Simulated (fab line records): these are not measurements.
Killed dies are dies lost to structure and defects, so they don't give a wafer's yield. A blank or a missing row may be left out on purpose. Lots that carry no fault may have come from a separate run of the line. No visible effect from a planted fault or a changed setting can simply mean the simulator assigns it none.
Comparing a struck lot with a sound one | flow sky130 | 17 steps out of a route of 708
Sound: these wafers, L967.1, L967.2, L967.5. Struck: wafers L973.2, L973.6 (left out: L973.4, a lot-mate that was not struck); the cause follows at the end.
For every step that has rows: the tool of each side, followed by ch and its chambers, followed by its first start. Under that, the readings that differ: sound wafers | struck wafers | difference of the means | sigmas: that difference in standard deviations of wafers without a fault.
alike: readings whose means differ by less than 2 such deviations, and words and numbers that are the same on both sides. not compared: withheld readings, readings that some wafer has no value for, bounds like >300 that may hide the same value, and numbers for which the record gives no deviation and whose values overlap.
The two part at a step that has a row with sigmas, a row that says differs or no value, or rows on one side only. Non-overlapping numbers with no deviation appear without sigmas and do not part them. A reading that every wafer of one side lacks parts them only if that side has two wafers or more.

SKY_LI_CONTACT_CMP_02: polishes PSG.
  sound on cmp-01 ch 1,2,3, day 29 21:19; struck on cmp-01 ch 0,1, day 31 18:19
  alike: motorCurrentA, timeToEndpointS
SKY_LI_CONTACT_BOW_MEAS_03:
  sound on filmMetro-01, day 29 21:34; struck on filmMetro-03, day 31 18:35
  alike: LI_CONTACT_BOW
then, 8 steps without rows for these wafers: SKY_LI_CONTACT_DEHYDRATE_04 (time 60 s); SKY_LI_CONTACT_HMDS_05 (prime time 60 s); SKY_LI_CONTACT_COAT_06 (resist thk 60 nm); SKY_LI_CONTACT_COAT_07 (resist thk 450 nm); SKY_LI_CONTACT_SOFTBAKE_08 (time 90 s); SKY_LI_CONTACT_EXPOSE_09 (exposes mask LICM1, target cd 170 nm); SKY_LI_CONTACT_PEB_10; SKY_LI_CONTACT_DEVELOP_11 (develop time 60 s).
SKY_LI_CONTACT_CD_MEAS_12: target cd 170 nm.
  sound on cdSem-01, day 31 01:08; struck on cdSem-01, day 32 21:41
  alike: cdNm
SKY_LI_CONTACT_OVL_MEAS_13:
  sound on overlay-01, day 31 01:16; struck on overlay-02, day 32 21:48
  alike: LI_CONTACT_OVL
SKY_LI_CONTACT_ETCH_14: etches BARC in N2/H2, stops on SiO2, time 45.9 s, target depth 60 nm.
  sound on rieDiel-01 ch 1,2,3, day 31 01:18; struck on rieDiel-03 ch 0, day 32 21:50
reading                                          | sound             | struck      | difference | sigmas
rfFwdPowerW (W)                                  | 490.7 493.8 494.8 | 693.8 695.6 | +201.6     | +99 or more
model.KrF-thick_of_LI_CONTACT_COAT_07.thkNm (nm) | 395.2 392.5 395   | 375.5 375.8 | -18.6      | 
model.LI_CONTACT.cdNm (nm)                       | 169.5 166.8 168.3 | 174.2 174.9 | +6.3       | 
model.SiO2_of_SONOS_ONO_CVD_04.thkNm (nm)        | 4.426 4.514 4.535 | 3.57 3.548  | -0.93      | 
  alike: drypumpMotorCurrentA, oesProductAu, throttleValvePct
  not compared: rfHoursCounterH
SKY_LI_CONTACT_ETCH_15: etches PSG in C4F8/O2/Ar, stops on Si, target depth 600 nm.
  sound on rieDiel-01 ch 1,2,3, day 31 01:20; struck on rieDiel-03 ch 0, day 32 21:52
reading                                          | sound             | struck      | difference | sigmas
model.KrF-thick_of_LI_CONTACT_COAT_07.thkNm (nm) | 238.4 231 231.2   | 212.5 212.7 | -20.9      | 
model.LI_CONTACT.cdNm (nm)                       | 169.5 167.1 168.3 | 174.1 174.8 | +6.1       | 
  alike: oesProductAu, rfFwdPowerW
SKY_LI_CONTACT_STRIP_16: strips in O2/N2.
  sound on plasmaAsher-01 ch 0,1, day 31 01:25; struck on plasmaAsher-01 ch 0,1, day 32 21:57
reading                  | sound             | struck      | difference | sigmas
oesProductAu (a.u.)      | 0.381 0.374 0.379 | 0.361 0.358 | -0.019     | -3
stripTimeToEndpointS (s) | 3.58 3.50 3.50    | 3.29 3.30   | -0.23      | -7
  alike: drypumpMotorCurrentA
  not compared: rfHoursCounterH
then, 2 steps without rows for these wafers: SKY_LI_CONTACT_CLEAN_17 (cleans in NMP, time 600 s); SKY_PAD_OPEN_PROBE_99.

WHERE THEY PART
Earliest at SKY_LI_CONTACT_ETCH_14; latest, in this record, at SKY_LI_CONTACT_STRIP_16.

WHY: whatever the simulator had introduced
rieDiel-03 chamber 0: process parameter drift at SKY_LI_CONTACT_ETCH_14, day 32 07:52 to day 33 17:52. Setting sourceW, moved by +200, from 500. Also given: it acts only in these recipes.
